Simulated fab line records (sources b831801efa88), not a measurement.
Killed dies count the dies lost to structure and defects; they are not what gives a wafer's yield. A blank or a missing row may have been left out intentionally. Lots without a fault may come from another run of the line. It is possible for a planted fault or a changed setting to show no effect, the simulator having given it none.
Chamber matching	flow gf180mcu	3 sister chambers for GF_V2_CVD_02 on pecvd-04
The step deposits SiO2 from TEOS, target thk 850 nm, time 94.851 s. 14 wafers are shown with their chamber, then 7 later ones without.

== WAFERS PAIRED WITH THEIR CHAMBERS ==
wafer	chamber	heater_power_w (W)	heater_power_outer_w (W)
L207.2	1	562	327
L207.3	2	694	388
L207.5	0	639	329
L215.2	1	598	341
L215.3	2	538	283
L215.4	1	455	243
L214.2	1	593	322
L214.5	2	550	276
L214.6	1	590	340
L217.1	0	675	366
L217.2	2	705	397
L217.4	2	544	291
L218.1	2	657	379
L218.2	1	477	241

SIGNATURES (averages over the wafers above)
reading	chamber 0	chamber 1	chamber 2	scatter within a chamber
heater_power_w	657.00	545.83	614.67	68.8
heater_power_outer_w	347.50	302.33	335.67	51
Rule: for a wafer and a chamber, the distance is found by dividing, reading by reading, the gap between the wafer's reading and the chamber's mean by the reading's scatter, squaring, summing and taking the root. If the next closest chamber is less than 2 further off than the closest, the wafer can't be placed; otherwise it belongs to the closest. The scatter: the root of (the sum of the squares of (reading less its chamber's mean) over the shown wafers, divided by (wafers less chambers)).

== WAFERS WHOSE CHAMBER IS MISSING ==
wafer	heater_power_w (W)	heater_power_outer_w (W)
L218.6	557	287
L226.1	629	346
L226.3	553	297
L226.4	571	325
L230.3	546	294
L230.5	576	308
L230.6	708	411

== EACH ONE'S CHAMBER ==
wafer	from the rows above	in truth
L218.6	can't be placed: 1 or 2 or 0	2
L226.1	can't be placed: 2 or 0 or 1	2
L226.3	can't be placed: 1 or 2 or 0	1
L226.4	can't be placed: 1 or 2 or 0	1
L230.3	can't be placed: 1 or 2 or 0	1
L230.5	can't be placed: 1 or 2 or 0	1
L230.6	can't be placed: 0 or 2 or 1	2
Placed correctly: 0 of 7. Cannot be placed on the basis of these rows: 7; the candidates contain the true chamber in 7. Number placed wrongly: 0.
